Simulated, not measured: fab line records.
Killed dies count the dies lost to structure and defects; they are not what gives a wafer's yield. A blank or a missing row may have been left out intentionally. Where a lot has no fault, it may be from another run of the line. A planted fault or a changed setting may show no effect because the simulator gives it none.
A single fault, viewed from 2 desks -- flow gf180mcu -- every desk sees just its own numbers, and what lay behind them comes last

## THE TOOL OWNER'S DESK: lithoTrack-03
The tool's own readings at GF_V4_PEB_12 (peb time 90 s): means of the sampled wafers that have a number, for each lot that ran on this tool. The brackets show how far a lot's mean lies from the usual mean; more than 4 standard deviations puts the lot out of limits, marked OUT.
Columns: A = heaterPowerTotalW at GF_V4_PEB_12, usual 85.68 W; B = plateTempC at GF_V4_PEB_12, usual 134.99 C
lot,first seen here,A,B
L543,day 24 22:44,85.66,135.08
L545,day 25 13:06,85.73,134.78
L547,day 25 22:32,85.62,135.02
L550,day 27 01:09,85.68,134.95
L552,day 27 21:07,85.64,135.05
L555,day 28 14:54,88.76 (+37) OUT,138.84 (+30) OUT
L557,day 29 03:44,88.77 (+37) OUT,138.62 (+28) OUT
Finding of this desk: L555, L557 out of limits; the first was L555 at day 28 14:54, on heaterPowerTotalW at GF_V4_PEB_12. In limits: L543, L545, L547, L550, L552.

## METROLOGY DESK
What the gauges read for every lot (on any tool): the sampled wafers with a number, averaged. The brackets show how far a lot's mean lies from the usual mean; more than 4 standard deviations puts the lot out of limits, marked OUT.
Columns: A = M4_ALCU_THK at GF_M4_THK_MEAS_06, usual 455 nm; B = cdNm at GF_V4_CD_MEAS_14, usual 259.9 nm; C = V4_OVL at GF_V4_OVL_MEAS_15, usual 3 nm
lot,first seen here,A,B,C
L543,day 23 00:54,457,259.2,6
L545,day 23 17:32,465,261.8,2
L547,day 24 02:49,468,259.7,-1
L548,day 24 14:21,452,260.3,5
L549,day 25 03:10,449,261.2,-1
L550,day 25 05:40,460,261.7,0
L551,day 25 14:43,456,260.5,1
L552,day 26 04:37,455,260.3,-0
L555,day 26 22:23,444,267.7 (+6.5) OUT,-4
L557,day 27 13:04,445,270.3 (+8.6) OUT,5
L563,day 29 10:48,455,258.7,10
L565,day 29 20:20,450,258.7,4
L564,day 29 22:18,454,258.2,6
Finding of this desk: L555, L557 out of limits; the first was L555 at day 28 15:15, on cdNm at GF_V4_CD_MEAS_14. In limits: L543, L545, L547, L548, L549, L550, L551, L552, L563, L565, L564.

## BROUGHT TOGETHER
On L555, L557, at day 28 14:54, an alarm was possible from the tool owner's desk.
On L555, L557, the metrology desk was in a position to raise an alarm at day 28 15:15.
Every lot named ran GF_V4_PEB_12 on lithoTrack-03.

## WHAT HAD BEEN PUT IN BY THE SIMULATOR
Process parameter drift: lithoTrack-03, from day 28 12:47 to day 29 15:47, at GF_V4_PEB_12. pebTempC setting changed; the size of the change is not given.
Shown lots that were struck: L555, L557.
Counting hours from when the fault started, the first reading out of limits came at 2 for the tool owner's desk and at 2 for the metrology desk.
